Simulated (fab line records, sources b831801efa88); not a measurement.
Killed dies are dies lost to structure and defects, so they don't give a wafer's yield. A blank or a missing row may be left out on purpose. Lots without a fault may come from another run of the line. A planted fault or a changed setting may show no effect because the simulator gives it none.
Chamber matching | flow gf180mcu | GF_HV_LDD_ETCHBACK_58 on rie_diel-02: 4 sister chambers
The step etches Si3N4 in CH3F/O2, stops on SiO2, time 100 s, target depth 90 nm. 4 wafers are shown with their chamber, then 9 later ones without.

WAFERS WITH THEIR CHAMBER
wafer  | chamber | throttle_valve_pct (%)
L084.4 | 0       | 10.562
L084.5 | 3       | 10.533
L086.5 | 1       | 10.553
L086.6 | 2       | 10.567

WAFERS WITHOUT THEIR CHAMBER
wafer  | throttle_valve_pct (%)
L088.1 | 10.554
L088.4 | 10.565
L088.6 | 10.556
L089.2 | 10.561
L089.3 | 10.557
L089.4 | 10.563
L095.1 | 10.545
L095.3 | 10.557
L095.5 | 10.557

WHICH CHAMBER EACH WENT THROUGH
wafer  | from the rows above          | in truth
L088.1 | can't be placed: 1 or 0      | 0
L088.4 | can't be placed: 2 or 0      | 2
L088.6 | can't be placed: 1 or 0      | 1
L089.2 | can't be placed: 0 or 2 or 1 | 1
L089.3 | can't be placed: 1 or 0 or 2 | 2
L089.4 | can't be placed: 0 or 2      | 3
L095.1 | can't be placed: 1 or 3      | 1
L095.3 | can't be placed: 1 or 0 or 2 | 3
L095.5 | can't be placed: 1 or 0 or 2 | 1
Placed correctly: 0 of 9. Can't be placed from these rows: 9 (the true chamber is among the candidates in 7). Placed wrongly: 0.
How it was worked out, from the rows above alone: a wafer's distance from a chamber is the root of the sum, over the readings, of the square of ((its reading less the chamber's mean) divided by the reading's scatter). The wafer belongs to the nearest chamber; if the next one is less than 2 further off, it can't be placed. A chamber's mean is the mean of its shown wafers. The scatter: with one shown wafer a chamber, the root of the mean of the squares of how far each hidden wafer lies from its nearest shown one.
